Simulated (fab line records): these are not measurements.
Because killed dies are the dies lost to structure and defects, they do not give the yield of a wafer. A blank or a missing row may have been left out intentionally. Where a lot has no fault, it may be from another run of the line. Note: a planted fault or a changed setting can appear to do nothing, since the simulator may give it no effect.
Which tool did it? + flow gf180mcu + Sampling: 12 lots, 34 wafers, 5 of 602 route steps

== WHAT THE GAUGES SHOWED, per wafer ==
GF_STI_THK_MEAS_02.
| lot  | measured    | on            | STI_OXIDATION_THK (nm) |
|------|-------------|---------------|------------------------|
| L405 | day 1 11:31 | film metro-01 | 9.99 10.20 10.18       |
| L406 | day 1 16:31 | film metro-01 | 10.19 9.93 9.88        |
| L407 | day 1 21:32 | film metro-04 | 10.27 10.14 10.06      |
| L408 | day 2 02:31 | film metro-01 | 9.81 9.98 9.94         |
| L412 | day 2 23:48 | film metro-03 | 9.54 9.73              |
| L418 | day 4 04:31 | film metro-03 | 9.71 9.72              |
| L420 | day 4 14:31 | film metro-04 | 10.00 9.88 9.88        |
| L422 | day 5 00:31 | film metro-04 | 10.08 10.34 10.24      |
| L423 | day 5 05:32 | film metro-03 | 10.09 10.10 10.10      |
| L426 | day 5 20:38 | film metro-01 | 9.95 9.73 9.81         |
| L427 | day 6 01:32 | film metro-03 | 10.03 9.97 9.94        |
| L428 | day 6 06:32 | film metro-03 | 10.07 10.21 10.10      |

GF_STI_THK_MEAS_24.
| lot  | measured    | on            | STI_CVD_23_THK (nm) |
|------|-------------|---------------|---------------------|
| L405 | day 2 03:47 | film metro-04 | 653 659 641         |
| L406 | day 2 09:12 | film metro-01 | 655 642 654         |
| L407 | day 2 13:55 | film metro-01 | 648 646 643         |
| L408 | day 2 18:53 | film metro-04 | 652 637 648         |
| L412 | day 3 17:32 | film metro-01 | 648 657             |
| L418 | day 4 22:53 | film metro-03 | 650 645             |
| L420 | day 5 08:07 | film metro-04 | 643 642 653         |
| L422 | day 5 19:23 | film metro-01 | 643 648 646         |
| L423 | day 6 00:07 | film metro-03 | 651 657 654         |
| L426 | day 6 17:40 | film metro-03 | 651 647 650         |
| L427 | day 7 00:00 | film metro-01 | 645 643 651         |
| L428 | day 7 03:53 | film metro-01 | 649 652 645         |

GF_NWELL_TW_MEAS_11.
| lot  | measured    | on            | NWELL_TW       |
|------|-------------|---------------|----------------|
| L405 | day 3 08:40 | film metro-03 | 1574 1573 1572 |
| L406 | day 3 12:46 | film metro-03 | 1576 1571 1570 |
| L407 | day 3 17:48 | film metro-03 | 1571 1574 1583 |
| L408 | day 4 00:47 | film metro-04 | 1586 1597 1582 |
| L412 | day 5 00:26 | film metro-02 | 1587 1576      |
| L418 | day 6 07:47 | film metro-02 | 1588 1574      |
| L420 | day 6 18:39 | film metro-03 | 1579 1574 1574 |
| L422 | day 7 04:53 | film metro-02 | 1565 1574 1569 |
| L423 | day 7 11:05 | film metro-04 | 1587 1595 1588 |
| L426 | day 8 05:47 | film metro-02 | 1581 1575 1580 |
| L427 | day 8 14:36 | film metro-03 | 1574 1572 1568 |
| L428 | day 8 15:21 | film metro-02 | 1572 1567 1568 |

GF_VT_IMPLANT_RS_MEAS_47: measurement is done with a four-point probe.
| lot  | measured     | on            | NWELL_RS (ohm/sq) |
|------|--------------|---------------|-------------------|
| L405 | day 7 15:32  | film metro-03 | 485.6 485.6 486.8 |
| L406 | day 7 21:24  | film metro-04 | 487.5 488.0 489.7 |
| L407 | day 8 01:46  | film metro-03 | 486.7 486.3 487.9 |
| L408 | day 8 11:04  | film metro-04 | 487.3 487.3 486.7 |
| L412 | day 9 15:22  | film metro-03 | 479.0 488.3       |
| L418 | day 11 06:57 | film metro-02 | 482.1 489.9       |
| L420 | day 11 19:55 | film metro-04 | 486.8 487.7 488.5 |
| L422 | day 12 07:17 | film metro-02 | 487.7 489.5 487.2 |
| L423 | day 12 13:16 | film metro-04 | 488.1 488.4 487.0 |
| L426 | day 13 13:50 | film metro-02 | 487.0 487.3 487.9 |
| L427 | day 13 22:40 | film metro-03 | 486.4 487.3 486.8 |
| L428 | day 14 02:13 | film metro-04 | 485.8 486.1 486.4 |

== WHAT TOOL EACH LOT RAN ON (gives the tool, then ch and the chambers of the sampled wafers, and finally the start) ==
| lot  | GF_NWELL_IMPLANT_09            |
|------|--------------------------------|
| L405 | implanter-04 ch 0, day 3 08:25 |
| L406 | implanter-02 ch 0, day 3 12:31 |
| L407 | implanter-02 ch 0, day 3 17:35 |
| L408 | implanter-04 ch 0, day 4 00:32 |
| L412 | implanter-02 ch 0, day 5 00:11 |
| L418 | implanter-02 ch 0, day 6 07:34 |
| L420 | implanter-01 ch 0, day 6 18:24 |
| L422 | implanter-01 ch 0, day 7 04:40 |
| L423 | implanter-04 ch 0, day 7 10:52 |
| L426 | implanter-01 ch 0, day 8 05:34 |
| L427 | implanter-02 ch 0, day 8 14:23 |
| L428 | implanter-02 ch 0, day 8 15:08 |
- GF_NWELL_IMPLANT_09

== WHAT THE TOOLS THEMSELVES READ (means of the sampled wafers that have a number; where no wafer has one, the mark that the record gives instead) ==
GF_NWELL_IMPLANT_09.
| lot  | tool         | beam on s (s) | faraday current uA |
|------|--------------|---------------|--------------------|
| L405 | implanter-04 | 9.87          | 22.9               |
| L406 | implanter-02 | 10.05         | 22.4               |
| L407 | implanter-02 | 10.08         | 22.4               |
| L408 | implanter-04 | 9.81          | 22.9               |
| L412 | implanter-02 | 10.66         | 21.2               |
| L418 | implanter-02 | 10.79         | 20.9               |
| L420 | implanter-01 | 9.92          | 22.7               |
| L422 | implanter-01 | 10.03         | 22.6               |
| L423 | implanter-04 | 9.80          | 23.1               |
| L426 | implanter-01 | 9.99          | 22.6               |
| L427 | implanter-02 | 9.84          | 23.0               |
| L428 | implanter-02 | 9.84          | 23.0               |

== THE ANSWER, worked out from the rows above alone ==
Rule: usual is defined by the lots themselves. The widest of any qualifying gaps counts: lots, ordered by their means at a reading, are off when they make up no more than a third of the lots, leave a main group of 4 or more, and stand apart from it by 3 or more times the standard deviation of that group's means. Not used: any main group whose means are identical at the precision the tables above print for the reading. A lot without any number at a reading at which 4 lots or more have one is off too. Where the step has rows for the other lots, those lots are counted as sound. The gauges are gone through in route order, then the tools' own readings, and for those a lot's mean is taken as printed above. The first step at which some lot is off is used, and at that step the reading that is off furthest; a lot without a number counts as furthest.
Off, at GF_NWELL_IMPLANT_09 on beam on s: L412, L418. The main group: mean 9.92 s, standard deviation 0.1.
A tool fits if, at that step or a process step before it, it ran every lot that is off, and no sound lot after the first of them. Of those tried, none fits.

== WHAT WAS PUT IN BY THE SIMULATOR ==
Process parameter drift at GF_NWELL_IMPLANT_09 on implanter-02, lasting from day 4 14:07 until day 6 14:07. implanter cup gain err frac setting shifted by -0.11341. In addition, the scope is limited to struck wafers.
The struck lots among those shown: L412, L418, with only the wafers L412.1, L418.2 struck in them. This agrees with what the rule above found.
